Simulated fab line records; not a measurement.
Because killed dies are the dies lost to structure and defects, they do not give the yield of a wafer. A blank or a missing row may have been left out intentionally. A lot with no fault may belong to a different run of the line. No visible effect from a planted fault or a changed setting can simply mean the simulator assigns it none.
The tool behind it: which one?	flow gf180mcu	14 lots with 42 wafers sampled at 3 steps, on a route of 602 steps

== WHAT EACH GAUGE READ, for each wafer ==
GF_HV_LDD_CD_MEAS_46: target cd 400 nm. Usual: 399.8 nm for cd-nm, sd 2.6.
lot	measured	on	cd-nm (nm)	flag
L585	day 12 10:26	cd-sem-01	400.0 401.5 398.5	
L586	day 12 22:04	cd-sem-02	400.4 400.8 400.7	
L587	day 13 04:56	cd-sem-01	401.9 400.7 400.7	
L588	day 13 08:40	cd-sem-02	399.3 401.2 401.0	
L589	day 13 20:28	cd-sem-02	401.1 402.9 402.2	
L591	day 14 14:08	cd-sem-02	401.9 402.9 402.3	
L592	day 14 22:14	cd-sem-02	398.5 400.4 399.5	
L593	day 15 12:08	cd-sem-02	405.5 404.7 404.3	
L600	day 17 19:51	cd-sem-01	401.2 401.3 400.3	
L603	day 18 18:34	cd-sem-01	399.7 399.8 400.8	
L604	day 19 02:11	cd-sem-01	403.1 401.7 399.9	
L605	day 19 11:07	cd-sem-01	398.8 398.3 399.2	
L606	day 19 18:16	cd-sem-01	403.1 404.9 405.2	
L608	day 20 11:48	cd-sem-01	399.4 399.0 398.7	

GF_SALICIDE_THK_MEAS_05: measures by xrf. Usual: SALICIDE_TIN_THK gives 20.11 nm (standard deviation 0.22).
lot	measured	on	SALICIDE_TIN_THK (nm)	flag
L585	day 15 05:05	film-metro-01	19.62 19.89 19.92	
L586	day 15 18:25	film-metro-01	20.08 20.09 19.79	
L587	day 16 01:38	film-metro-04	20.49 20.33 20.32	
L588	day 16 06:34	film-metro-01	19.75 19.97 19.77	
L589	day 16 19:16	film-metro-04	20.33 20.02 20.03	
L591	day 17 13:52	film-metro-01	20.13 20.36 20.28	
L592	day 18 00:07	film-metro-01	20.19 20.27 20.33	
L593	day 18 13:10	film-metro-01	20.01 19.89 20.15	
L600	day 21 02:22	film-metro-02	19.92 20.09 19.90	
L603	day 22 00:11	film-metro-01	20.03 19.86 19.75	
L604	day 22 07:05	film-metro-04	20.00 20.25 20.06	
L605	day 22 15:53	film-metro-01	19.89 19.99 20.24	
L606	day 22 22:44	film-metro-02	20.31 20.19 20.31	
L608	day 23 14:29	film-metro-04	20.20 19.99 20.07	

== WHICH TOOL RAN EACH LOT (tool, then ch and the chambers of the sampled wafers, then the start) ==
lot	GF_HV_LDD_IMPLANT_09
L585	implanter-02 ch 0, day 10 03:08
L586	implanter-02 ch 0, day 10 12:46
L587	implanter-02 ch 0, day 10 19:07
L588	implanter-01 ch 0, day 10 23:05
L589	implanter-01 ch 0, day 11 09:08
L591	implanter-01 ch 0, day 12 00:21
L592	implanter-02 ch 0, day 12 08:43
L593	implanter-01 ch 0, day 12 19:52
L600	implanter-01 ch 0, day 14 22:08
L603	implanter-01 ch 0, day 15 19:47
L604	implanter-02 ch 0, day 16 02:47
L605	implanter-01 ch 0, day 16 10:31
L606	implanter-02 ch 0, day 16 16:58
L608	implanter-02 ch 0, day 17 09:39
- GF_HV_LDD_IMPLANT_09

== AS READ BY THE TOOLS THEMSELVES (means over the sampled wafers that have a number; for cases with no such wafer, the mark the record gives instead) ==
GF_HV_LDD_IMPLANT_09. Usual: beam-energy-keV 39.999, standard deviation 0.012; end-station-pressure-torr 5.5e-06 Torr, standard deviation 3e-07.
lot	tool	beam-energy-keV	end-station-pressure-torr (Torr)	flag
L585	implanter-02	39.990	5.3e-06	
L586	implanter-02	39.995	5.3e-06	
L587	implanter-02	40.016	5.5e-06	
L588	implanter-01	39.995	5.6e-06	
L589	implanter-01	39.988	5.6e-06	
L591	implanter-01	39.999	5.6e-06	
L592	implanter-02	39.980	5.3e-06	
L593	implanter-01	40.004	5.1e-06	
L600	implanter-01	39.994	5.6e-06	
L603	implanter-01	43.011	5.4e-06	OFF
L604	implanter-02	40.009	5.5e-06	
L605	implanter-01	43.015	5.7e-06	OFF
L606	implanter-02	39.985	5.4e-06	
L608	implanter-02	39.997	5.5e-06	

== THE ANSWER, worked out from the rows above alone ==
Rule: lot off if the mean of its wafers having a number is beyond 3 standard deviations from the usual mean. A lot without any number at a reading at which 4 lots or more have one is off too. The other lots that the step has rows for count as sound. After the gauges, taken in route order, come the tools' own readings; for these a lot's mean is taken, as printed above. The first step at which some lot is off is used, and at that step the reading that is off furthest; a lot without a number counts as furthest.
Off: L603, L605 (GF_HV_LDD_IMPLANT_09, beam-energy-keV).
A tool fits if, at that step or a process step before it, it ran every lot that is off, and no sound lot after the first of them. One fits: GF_HV_LDD_IMPLANT_09 on implanter-01. Its last sound lot is L600 (day 14 22:08), its first lot that is off L603 (day 15 19:47): a fault that began between those two fits.
On the lots that are off, the tool's own readings at GF_HV_LDD_IMPLANT_09 differ by more than 5 times the standard deviation of the sound lots' means, which bears it out; beam-energy-keV reads 43.013 there versus 39.996 on the sound lots.

== WHAT THE SIMULATOR PUT IN ==
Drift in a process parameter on implanter-01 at GF_HV_LDD_IMPLANT_09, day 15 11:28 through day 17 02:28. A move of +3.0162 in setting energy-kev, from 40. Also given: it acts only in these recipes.
Lots struck among those shown: L603, L605. The same result came from the rule above.
